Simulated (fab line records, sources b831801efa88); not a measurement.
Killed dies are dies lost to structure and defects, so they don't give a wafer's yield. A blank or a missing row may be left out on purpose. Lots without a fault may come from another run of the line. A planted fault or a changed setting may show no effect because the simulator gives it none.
fab line records | flow sky130
record lots=5 wafers=15 last_day=49
route steps=708 shown METAL5@671 PASSIVATION@681 PAD_OPEN@694
lots that met no fault: from a run of the same line without faults
start_h: hours from the record's first day to the start of the lot's first wafer shown | wait_h: hours since the lot's step before | " the same as in the row above | L1.1+2: a row that stands for several wafers | - no value, or no start given | * or withheld: withheld | < > ~ a bound
route shown NAME@n: a module of which the file shows steps, and the number in the route of the first | usual: mean/standard deviation of fault-free wafers | same: alike in all rows | chamber/n: place in a boat | sites: the reading at each site | _std_site: their standard deviation | _edge_site: outer sites' mean less inner sites' | radius_mm: how far each site lies from the wafer's centre | mask NAME#n: copy n | behind: the tool/chamber that last shaped the wafer | hold: why the lot was held/for how many hours/how that ended | device: the transistor (n, p or np) that didn't switch | end of line: the same wafers' tests at the end of the route | a step without rows: its recipe alone | killed: dies lost to structure and defects at the first sort, not the wafer's yield | map: a wafer's dies, x killed, . not, _ none there
set.NAME: the setting as run; set.NAME@STEP: as run at that earlier step | model.NAME: the simulator's own value behind a step, which no gauge read
lots at some steps of the route; a table a step, a row a wafer
services: from which hour (start_h, from the record's first day; less than 0 if before it) a tool's chamber was out of use, for how many hours, and why
## steps
# step SKY_METAL5_SOFTBAKE_10
# recipe temp_c=90 time_s=60 resist=NOVOLAK
# step SKY_METAL5_EXPOSE_11
# recipe mask_id=MM5 na=0.6 source_shape=conventional sigma_outer=0.6 polarization=unpolarized target_cd_nm=1600 dose_mj=190
# step SKY_METAL5_PEB_12
# recipe temp_c=withheld time_s=* resist=NOVOLAK
# step SKY_METAL5_DEVELOP_13
# recipe resist=NOVOLAK developer=TMAH develop_time_s=60 dev_temp_c=23
# step SKY_METAL5_DESCUM_14
# recipe chemistry=O2 source_power_w=150 bias_power_w=0 pressure_mtorr=10 temp_c=40 time_s=11
# usual drypump_motor_current_A=5.7/0.62 oes_product_au=0.997/0.0076
# columns lot.wafer tool chamber start_h wait_h drypump_motor_current_A oes_product_au rf_hours_counter_h
L941.2 rie_metal-02 1 1028.49 0.1 5.3 0.995 19
L941.5 " 0 " " 6.6 1.005 -
L941.6 " 1 " " 5.3 0.999 -
L946.2 rie_metal-02 0 1067.54 0.1 6.6 0.992 13
L946.3 " 0 " " 6.6 0.992 -
L946.6 " 1 " " 5.3 0.978 -
L949.1 rie_metal-02 1 1095.14 0.1 5.3 1.007 24
L949.3 " 1 " " 5.3 0.997 -
L949.6 " 0 " " 6.6 1.005 -
L957.3 rie_metal-01 1 1129.95 0.1 5.2 1.001 -
L957.5 " 0 " " 6.3 0.990 -
L957.6 " 1 " " 5.2 0.999 -
L960.3 rie_metal-02 1 1144.60 0.1 5.3 0.990 -
L960.4 " 0 " " 6.5 0.994 -
L960.5 " 0 " " 6.6 0.991 -
# step SKY_METAL5_METAL_ETCH_15
# recipe target_depth_a=12600 stop_on=SiO2 over_etch_frac=0.2 time_s=252 chemistry=Cl2/BCl3 resist_sidewall_deg=86 pressure_mtorr=10 icp_w=900 bias_w=48.5 Cl2_flow_sccm=60 bcl3_flow_sccm=30
# step SKY_METAL5_STRIP_16
# recipe chemistry=O2/N2 power_w=1400 pressure_mtorr=1500 platen_temp_c=withheld o2_flow_sccm=3000 n2_flow_sccm=300 overash_fraction=0.5
# usual drypump_motor_current_A=5.6/0.36 oes_product_au=0.711/0.0042 strip_time_to_endpoint_s=13.07/0.12
# same overash_fraction=0.5
# columns lot.wafer tool chamber start_h wait_h drypump_motor_current_A oes_product_au rf_hours_counter_h strip_time_to_endpoint_s
L941.2 plasma_asher-03 1 1028.75 0.2 5.5 0.713 62 13.23
L941.5 " 1 " " 5.5 0.707 - 13.02
L941.6 " 0 " " 5.8 0.714 - 13.27
L946.2 plasma_asher-01 1 1067.81 0.2 6.2 0.706 93 13.05
L946.3 " 0 " " 5.3 0.708 - 13.12
L946.6 " 1 " " 6.2 0.707 - 13.21
L949.1 plasma_asher-02 1 1095.40 0.2 5.9 0.711 3 13.20
L949.3 " 0 " " 5.1 0.710 - 13.14
L949.6 " 1 " " 5.9 0.720 - 13.11
L957.3 plasma_asher-02 0 1130.24 0.1 5.2 0.716 - 12.99
L957.5 " 0 " " 5.1 0.711 - 13.21
L957.6 " 1 " " 5.9 0.711 - 13.04
L960.3 plasma_asher-02 1 1144.89 0.1 5.9 0.705 - 13.01
L960.4 " 0 " " 5.1 0.709 - 12.96
L960.5 " 0 " " 5.1 0.710 - 12.94
# step SKY_METAL5_STRIP_17
# recipe chemistry=post_etch_residue_remover time_s=1200 temp_c=72.5
# step SKY_METAL5_CLEAN_18
# recipe chemistry=IPA time_s=180 temp_c=25
# step SKY_METAL5_CLEAN_19
# recipe chemistry=O3/DIW dry=n2_spin
# step SKY_PASSIVATION_CVD_00
# recipe material=SiO2 target_thk_nm=90 temp_c=400 time_s=withheld rf_w=600
# usual heater_power_outer_w=423/73 heater_power_w=715/130 rf_fwd_power_W=588/3.1
# columns lot.wafer tool chamber start_h wait_h heater_power_outer_w heater_power_w rf_fwd_power_W
L941.2 pecvd-01 2 1029.35 0.0 400 651 590
L941.5 " 0 " " 386 647 586
L941.6 " 2 " " 411 656 593
L946.2 pecvd-02 2 1068.41 0.0 420 738 590
L946.3 " 2 " " 437 764 593
L946.6 " 0 " " 500 792 586
L949.1 pecvd-02 2 1096.00 0.0 477 773 590
L949.3 " 1 " " 526 953 589
L949.6 " 1 " " 532 914 591
L957.3 pecvd-02 2 1130.83 0.0 456 793 593
L957.5 " 0 " " 564 904 590
L957.6 " 1 " " 426 800 592
L960.3 pecvd-04 0 1145.46 0.0 260 434 587
L960.4 " 2 " " 391 622 586
L960.5 " 1 " " 420 755 593
# step SKY_PASSIVATION_THK_MEAS_01
# recipe reads=SiO2_of_PASSIVATION_CVD_00
# usual PASSIVATION_CVD_00_THK=90.1/1.4
# columns lot.wafer tool chamber start_h wait_h PASSIVATION_CVD_00_THK[nm]
L941.2 film_metro-01 - 1029.40 - 89.8
L941.5 " - " " 90.6
L941.6 " - " " 91.8
L946.2 film_metro-01 - 1068.45 - 90.1
L946.3 " - " " 89.7
L946.6 " - " " 88.2
L949.1 film_metro-04 - 1096.02 - 89.9
L949.3 " - " " 90.3
L949.6 " - " " 90.9
L957.3 film_metro-04 - 1130.87 - 89.4
L957.5 " - " " 89.4
L957.6 " - " " 90.4
L960.3 film_metro-04 - 1145.50 - 89.7
L960.4 " - " " 91.7
L960.5 " - " " 91.6
# step SKY_PASSIVATION_CVD_02
# recipe material=Si3N4 target_thk_nm=540 temp_c=400 time_s=withheld rf_w=450
# usual heater_power_outer_w=444/79 heater_power_w=730/140 rf_fwd_power_W=449.0/1.5
# columns lot.wafer tool chamber start_h wait_h heater_power_outer_w heater_power_w rf_fwd_power_W model.Si3N4_of_PASSIVATION_CVD_02.thk_nm
L941.2 pecvd-04 0 1029.45 0.0 330 558 446.8 542
L941.5 " 0 " " 368 569 447.4 552.3
L941.6 " 2 " " 430 701 447.2 546.7
L946.2 pecvd-01 1 1068.50 0.0 366 598 450.0 523.6
L946.3 " 2 " " 483 778 449.1 524
L946.6 " 1 " " 382 636 447.1 532.2
L949.1 pecvd-04 2 1096.08 0.1 413 656 447.4 530.7
L949.3 " 0 " " 352 569 450.1 536.7
L949.6 " 1 " " 479 839 448.1 543.6
L957.3 pecvd-04 0 1130.91 0.0 379 607 378.0 506.8
L957.5 " 1 " " 563 952 448.2 541
L957.6 " 2 " " 369 646 448.3 536.9
L960.3 pecvd-01 1 1145.54 0.0 361 610 449.0 537.3
L960.4 " 0 " " 436 747 451.1 537.8
L960.5 " 2 " " 439 687 450.4 541.5
# step SKY_PASSIVATION_THK_MEAS_03
# recipe reads=Si3N4_of_PASSIVATION_CVD_02
# usual PASSIVATION_CVD_02_THK=535/7.8
# columns lot.wafer tool chamber start_h wait_h PASSIVATION_CVD_02_THK[nm]
L941.2 film_metro-01 - 1029.85 - 542
L941.5 " - " " 552
L941.6 " - " " 547
L946.2 film_metro-02 - 1068.74 - 523
L946.3 " - " " 524
L946.6 " - " " 532
L949.1 film_metro-04 - 1096.30 - 531
L949.3 " - " " 537
L949.6 " - " " 543
L957.3 film_metro-04 - 1131.15 - 507
L957.5 " - " " 542
L957.6 " - " " 537
L960.3 film_metro-02 - 1145.79 - 537
L960.4 " - " " 538
L960.5 " - " " 542
# step SKY_PASSIVATION_DEHYDRATE_04
# recipe temp_c=200 time_s=60
# step SKY_PASSIVATION_HMDS_05
# recipe prime_time_s=60 prime_temp_c=120
# step SKY_PASSIVATION_COAT_06
# recipe spin_rpm=2000 resist_thk_nm=3000
# step SKY_PASSIVATION_SOFTBAKE_07
# recipe temp_c=110 time_s=withheld
# step SKY_PASSIVATION_EXPOSE_08
# recipe mask_id=NSM target_cd_nm=3000 na=0.57 dose_mj=260
# step SKY_PASSIVATION_PEB_09
# recipe temp_c=115 time_s=withheld
# step SKY_PASSIVATION_DEVELOP_10
# recipe develop_time_s=60 dev_temp_c=22
# step SKY_PASSIVATION_ETCH_11
# recipe chemistry=CF4/O2 target_depth_nm=725 stop_on=AlCu source_w=800 bias_w=150 pressure_mtorr=150 cf4_flow_sccm=80 O2_flow_sccm=10 time_s=161.1
# usual drypump_motor_current_A=5.8/0.46 oes_product_au=0.975/0.008 throttle_valve_pct=5.965/0.0094
# columns lot.wafer tool chamber start_h wait_h drypump_motor_current_A oes_product_au rf_hours_counter_h throttle_valve_pct model.PASSIVATION.feature_depth_nm model.etch.depth_nm
L941.2 rie_diel-04 0 1052.34 - 6.2 0.988 21 5.959 708.2 708.2
L941.5 " 1 " " 6.2 0.984 - 5.967 718.9 718.9
L941.6 " 0 " " 6.2 0.986 - 5.950 715.3 715.3
L946.2 rie_diel-02 3 1088.29 - 5.5 0.973 9 5.968 688.3 688.3
L946.3 " 2 " " 5.5 0.969 20 5.952 689.4 689.4
L946.6 " 3 " " 5.5 0.974 - 5.971 695.3 695.3
L949.1 rie_diel-01 3 1116.74 - 5.4 0.967 12 5.986 695.7 695.7
L949.3 " 0 " " 4.8 0.976 11 5.969 700.5 700.5
L949.6 " 0 " " 4.9 0.989 - 5.958 708.6 708.6
L957.3 rie_diel-01 0 1149.08 - 4.9 0.948 12 5.960 670.7 670.7
L957.5 " 3 " " 5.4 0.973 - 5.961 703.8 703.8
L957.6 " 0 " " 4.8 0.981 - 5.975 701.5 701.5
L960.3 rie_diel-04 0 1162.84 - 6.3 0.979 25 5.978 702.5 702.5
L960.4 " 2 " " 6.5 0.979 22 5.963 704.2 704.2
L960.5 " 1 " " 6.2 0.985 - 5.960 708.3 708.3
# step SKY_PASSIVATION_STRIP_12
# recipe chemistry=O2/N2 power_w=1400 pressure_mtorr=1500 platen_temp_c=withheld overash_fraction=0.7 o2_flow_sccm=3000 n2_flow_sccm=300
# usual drypump_motor_current_A=5.6/0.58 oes_product_au=0.661/0.0049 strip_time_to_endpoint_s=31.47/0.17
# same overash_fraction=0.7
# columns lot.wafer tool chamber start_h wait_h drypump_motor_current_A oes_product_au rf_hours_counter_h strip_time_to_endpoint_s
L941.2 plasma_asher-03 0 1052.44 0.1 5.8 0.665 64 31.66
L941.5 " 1 " " 5.5 0.670 - 31.41
L941.6 " 0 " " 5.8 0.661 - 31.62
L946.2 plasma_asher-02 1 1088.39 0.1 5.9 0.660 2 31.35
L946.3 " 0 " " 5.1 0.667 - 31.50
L946.6 " 0 " " 5.1 0.658 - 31.40
L949.1 plasma_asher-03 1 1116.84 0.1 5.4 0.655 70 31.59
L949.3 " 1 " " 5.5 0.663 - 31.42
L949.6 " 0 " " 5.8 0.660 - 31.60
L957.3 plasma_asher-02 0 1149.22 0.1 5.1 0.661 - 31.27
L957.5 " 0 " " 5.1 0.657 - 31.51
L957.6 " 1 " " 5.9 0.653 - 31.24
L960.3 plasma_asher-04 1 1162.98 0.1 4.7 0.664 - 31.48
L960.4 " 0 " " 6.7 0.666 - 31.38
L960.5 " 0 " " 6.6 0.658 - 31.22
# step SKY_PAD_OPEN_DEHYDRATE_00
# recipe temp_c=200 time_s=60
# step SKY_PAD_OPEN_HMDS_01
# recipe prime_time_s=60 prime_temp_c=120
# step SKY_PAD_OPEN_COAT_02
# recipe spin_rpm=2000 resist_thk_nm=3000
# step SKY_PAD_OPEN_SOFTBAKE_03
# recipe temp_c=109.4 time_s=withheld
# step SKY_PAD_OPEN_EXPOSE_04
# recipe mask_id=PDM target_cd_nm=60000 na=0.57 dose_mj=260
# step SKY_PAD_OPEN_PEB_05
# recipe temp_c=115 time_s=withheld
# step SKY_PAD_OPEN_DEVELOP_06
# recipe develop_time_s=60 dev_temp_c=23
# step SKY_PAD_OPEN_ETCH_07
# recipe chemistry=CF4/O2 target_depth_nm=725 stop_on=AlCu source_w=800 bias_w=150 pressure_mtorr=150 cf4_flow_sccm=80 O2_flow_sccm=10 time_s=161.1
# usual drypump_motor_current_A=5.7/0.45 oes_product_au=0.975/0.0082 throttle_valve_pct=5.963/0.0092
# columns lot.wafer tool chamber start_h wait_h drypump_motor_current_A oes_product_au rf_hours_counter_h throttle_valve_pct model.PAD_OPEN.feature_depth_nm model.etch.depth_nm
L941.2 rie_diel-02 1 1074.04 - 6.0 0.981 32 5.967 708.2 708.2
L941.5 " 2 " " 5.4 0.990 - 5.968 718.9 718.9
L941.6 " 3 " " 5.5 0.987 - 5.963 715.3 715.3
L946.2 rie_diel-03 2 1108.19 - 5.8 0.960 19 5.938 688.3 688.3
L946.3 " 3 " " 5.1 0.964 24 5.976 689.4 689.4
L946.6 " 1 " " 5.1 0.974 - 5.958 695.3 695.3
L949.1 rie_diel-04 3 1136.39 - 5.8 0.971 13 5.961 695.7 695.7
L949.3 " 1 " " 6.2 0.977 14 5.962 700.5 700.5
L949.6 " 2 " " 6.5 0.981 - 5.961 708.6 708.6
L957.3 rie_diel-02 1 1166.18 - 6.0 0.956 2 5.957 670.7 670.7
L957.5 " 3 " " 5.5 0.986 - 5.949 703.8 703.8
L957.6 " 0 " " 5.8 0.977 - 5.963 701.5 701.5
L960.3 rie_diel-04 0 1179.49 - 6.2 0.982 25 5.964 702.5 702.5
L960.4 " 3 " " 5.9 0.985 15 5.966 704.2 704.2
L960.5 " 2 " " 6.5 0.986 - 5.970 708.3 708.3
# step SKY_PAD_OPEN_STRIP_08
# recipe chemistry=O2/N2 power_w=1400 pressure_mtorr=1500 platen_temp_c=withheld overash_fraction=0.7 o2_flow_sccm=3000 n2_flow_sccm=300
# usual drypump_motor_current_A=5.7/0.53 oes_product_au=0.663/0.0049 strip_time_to_endpoint_s=37.18/0.1
# same overash_fraction=0.7
# columns lot.wafer tool chamber start_h wait_h drypump_motor_current_A oes_product_au rf_hours_counter_h strip_time_to_endpoint_s
L941.2 plasma_asher-03 1 1074.14 0.1 5.4 0.659 66 37.10
L941.5 " 0 " " 5.8 0.666 - 37.16
L941.6 " 1 " " 5.4 0.659 - 37.08
L946.2 plasma_asher-03 1 1108.29 0.1 5.4 0.659 69 37.28
L946.3 " 0 " " 5.8 0.656 - 37.19
L946.6 " 1 " " 5.4 0.664 - 37.23
L949.1 plasma_asher-04 1 1136.49 0.1 4.7 0.668 36 37.08
L949.3 " 1 " " 4.7 0.662 - 37.19
L949.6 " 1 " " 4.7 0.663 - 37.14
L957.3 plasma_asher-03 0 1166.32 0.1 5.8 0.660 - 37.36
L957.5 " 1 " " 5.5 0.669 - 37.33
L957.6 " 0 " " 5.8 0.663 - 37.31
L960.3 plasma_asher-03 0 1179.63 0.1 5.7 0.660 - 37.24
L960.4 " 1 " " 5.4 0.662 - 37.17
L960.5 " 1 " " 5.4 0.665 - 37.19
# step SKY_PAD_OPEN_STRIP_09
# recipe chemistry=post_etch_residue_remover time_s=1200 temp_c=72.5
# columns lot.wafer tool chamber start_h wait_h model.Si3N4_of_PASSIVATION_CVD_02.thk_nm
L941.2 wet_bench-02 1 1074.24 0.1 541.7
L941.5 " 1 " " 552
L941.6 " 1 " " 546.4
L946.2 wet_bench-02 0 1108.39 0.1 523.2
L946.3 " 0 " " 523.7
L946.6 " 0 " " 531.9
L949.1 wet_bench-01 0 1136.66 0.1 530.4
L949.3 " 0 " " 536.4
L949.6 " 0 " " 543.2
L957.3 wet_bench-02 2 1166.39 0.0 506.4
L957.5 " 2 " " 540.6
L957.6 " 2 " " 536.5
L960.3 wet_bench-01 3 1179.69 0.0 537
L960.4 " 3 " " 537.4
L960.5 " 3 " " 541.2
# step SKY_PAD_OPEN_CLEAN_10
# recipe chemistry=IPA time_s=180 temp_c=25
# step SKY_PAD_OPEN_PROBE_99
# usual defect_limited_yield=82.5/1.8 killed_at_M0_to_M3=44/6.6 killed_at_M4_up=2.9/1.8 killed_at_contacts=24/4.8 killed_at_front_end=15/4.5 killed_at_other=0.3/0.64 killed_dies=86/8.7 killed_on_rim=17/3.8 killed_open=47/6.5 killed_short=39/5.8 sort_bin_3_pad_short=0.9/0.4 sort_bin_5_function=10.3/1.4 sort_bin_6_memory=6.2/1.1 sort_n_pass=406/8.7 sort_yield_pct=82.5/1.8
# same gross_dies=492 killed_at_back_side=0 sort_bin_4_leakage[%]=0 sort_bin_8_speed[%]=0
# columns lot.wafer tool chamber start_h wait_h defect_limited_yield[%] killed_at_M0_to_M3 killed_at_M4_up killed_at_contacts killed_at_front_end killed_at_other killed_dies killed_on_rim killed_open killed_short sort_bin_3_pad_short[%] sort_bin_5_function[%] sort_bin_6_memory[%] sort_n_pass sort_yield_pct[%]
L941.2 prober-02 - 1076.40 0.1 83.1 41 4 19 18 1 83 17 41 41 1.4 9.6 5.9 409 83.1
L941.5 prober-02 - 1076.55 0.2 81.3 57 1 18 16 0 92 12 54 38 0.6 10.8 7.3 400 81.3
L941.6 prober-02 - 1076.60 0.2 82.5 42 2 29 12 1 86 15 37 48 1.4 11.2 4.9 406 82.5
L946.2 prober-01 - 1110.55 0.1 80.1 49 1 32 13 3 98 23 57 40 0.2 11.8 7.9 394 80.1
L946.3 prober-01 - 1110.60 0.2 83.7 38 2 21 18 1 80 16 44 35 1.2 10.6 4.5 412 83.7
L946.6 prober-01 - 1110.75 0.2 82.5 41 1 26 17 1 86 16 51 35 1.4 11.0 5.1 406 82.5
L949.1 prober-01 - 1139.22 0.1 84.6 42 0 21 12 1 76 11 43 33 0.4 8.5 6.5 416 84.6
L949.3 prober-01 - 1139.32 0.2 82.1 43 2 21 21 1 88 15 38 50 1.2 11.8 4.9 404 82.1
L949.6 prober-01 - 1139.47 0.2 79.9 49 7 31 12 0 99 10 49 50 0.2 12.6 7.3 393 79.9
# killed by level:class
L941.2 LI_CONTACT:geometric_particle:open=8 VIA2:geometric_particle:open=8 FIELD_ISO:geometric_particle:short=6 POLY_GATE:geometric_particle:open=6 METAL3:geometric_particle:short=6 VIA2:geometric_particle:short=5 CONTACT:geometric_particle:short=4 VIA1:geometric_particle:open=4
L941.5 VIA2:geometric_particle:open=13 VIA1:geometric_particle:open=12 FIELD_ISO:geometric_particle:open=8 CONTACT:geometric_particle:open=8 VIA2:geometric_particle:short=5 METAL1:geometric_particle:short=5 VIA1:geometric_particle:short=5 METAL2:geometric_particle:short=5
L941.6 CONTACT:geometric_particle:open=13 CONTACT:geometric_particle:short=8 VIA1:geometric_particle:open=8 METAL2:geometric_particle:short=7 VIA2:geometric_particle:open=7 METAL1:geometric_particle:short=6 VIA1:geometric_particle:short=6 FIELD_ISO:geometric_particle:short=4
L946.2 CONTACT:geometric_particle:open=10 VIA1:geometric_particle:open=10 LI_CONTACT:geometric_particle:open=8 VIA2:geometric_particle:open=8 VIA3:geometric_particle:open=8 CONTACT:geometric_particle:short=6 POLY_GATE:geometric_particle:short=5 METAL1:geometric_particle:short=5
L946.3 LI_CONTACT:geometric_particle:open=10 VIA2:geometric_particle:open=10 METAL1:geometric_particle:short=7 POLY_GATE:geometric_particle:open=6 CONTACT:geometric_particle:open=6 POLY_GATE:geometric_particle:short=5 VIA1:geometric_particle:short=5 LOCAL_INTERCONNECT:geometric_particle:short=4
L946.6 VIA2:geometric_particle:open=12 CONTACT:geometric_particle:open=10 LI_CONTACT:geometric_particle:open=9 VIA1:geometric_particle:open=7 FIELD_ISO:geometric_particle:short=5 VIA2:geometric_particle:short=5 POLY_GATE:geometric_particle:short=4 METAL2:geometric_particle:short=4
L949.1 VIA1:geometric_particle:open=10 CONTACT:geometric_particle:open=8 VIA2:geometric_particle:open=7 LI_CONTACT:geometric_particle:open=6 METAL1:geometric_particle:short=5 POLY_GATE:geometric_particle:open=4 CONTACT:geometric_particle:short=4 VIA1:geometric_particle:short=4
L949.3 VIA1:geometric_particle:open=13 CONTACT:geometric_particle:open=8 POLY_GATE:geometric_particle:short=6 FIELD_ISO:geometric_particle:short=5 VIA1:geometric_particle:short=5 METAL2:geometric_particle:short=5 VIA3:geometric_particle:short=5 LI_CONTACT:geometric_particle:open=4
L949.6 CONTACT:geometric_particle:open=11 VIA1:geometric_particle:open=11 LI_CONTACT:geometric_particle:open=8 METAL1:geometric_particle:short=7 METAL4:geometric_particle:short=7 VIA1:geometric_particle:short=6 VIA2:geometric_particle:short=6 CONTACT:geometric_particle:short=5
## services
# columns tool chamber start_h hours kind
rie_diel-01 2 1007.16 2.5 repair
pecvd-04 1 1008.72 2.1 scheduled_down
rie_diel-01 2 1010.12 1.7 repair
pecvd-04 1 1010.85 - clean
pecvd-04 1 1010.85 - consumable_replace:showerhead
rie_diel-03 - 1014.83 0.9 repair
rie_diel-02 - 1021.77 14.6 pm
rie_diel-03 2 1025.56 5.7 repair
rie_diel-04 3 1027.92 6.6 repair
plasma_asher-02 - 1055.25 9.0 pm
plasma_asher-02 0 1055.25 9.0 vent_cycle
plasma_asher-02 1 1055.25 9.0 vent_cycle
wet_bench-01 - 1055.56 4.4 pm
plasma_asher-02 0 1064.25 - clean
plasma_asher-02 1 1064.25 - clean
rie_diel-01 - 1081.69 0.7 repair
rie_diel-03 0 1093.18 6.0 repair
wet_bench-01 - 1111.78 0.7 repair
rie_diel-03 0 1121.86 8.2 repair
rie_metal-01 - 1130.70 1.4 pm
rie_diel-04 0 1131.22 8.2 repair
rie_diel-03 1 1161.69 2.8 repair
rie_metal-01 - 1171.11 2.1 repair
rie_diel-01 - 1176.12 0.7 repair
## key
first_sign step=SKY_PASSIVATION_CVD_02 reading=rf_fwd_power_W direction=down sigmas=48 usual=449.0 struck=378.0
effect step=SKY_PASSIVATION_THK_MEAS_03 reading=PASSIVATION_CVD_02_THK direction=down sigmas=3.6 usual=535 struck=507
effect step=SKY_PASSIVATION_ETCH_11 reading=oes_product_au direction=down sigmas=3.3 usual=0.975 struck=0.948
model_effect step=SKY_PASSIVATION_CVD_02 value=Si3N4_of_PASSIVATION_CVD_02.thk_nm without=534.1 struck=506.8
model_effect step=SKY_PASSIVATION_ETCH_11 value=PASSIVATION.feature_depth_nm without=698 struck=670.7
model_effect step=SKY_PAD_OPEN_ETCH_07 value=PAD_OPEN.feature_depth_nm without=698 struck=670.7
model_effect step=SKY_PAD_OPEN_STRIP_09 value=Si3N4_of_PASSIVATION_CVD_02.thk_nm without=533.7 struck=506.4
met_at SKY_PASSIVATION_CVD_02
struck_wafers L957.3
onset_between 1096.08 1130.91
fault kind=process_parameter_drift tool=pecvd-04 chamber=0 onset_h=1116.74 steps=SKY_PASSIVATION_CVD_02 channel=rf_w offset=-72 shape=step end_h=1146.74 acts_in=these_recipes_only stated=450
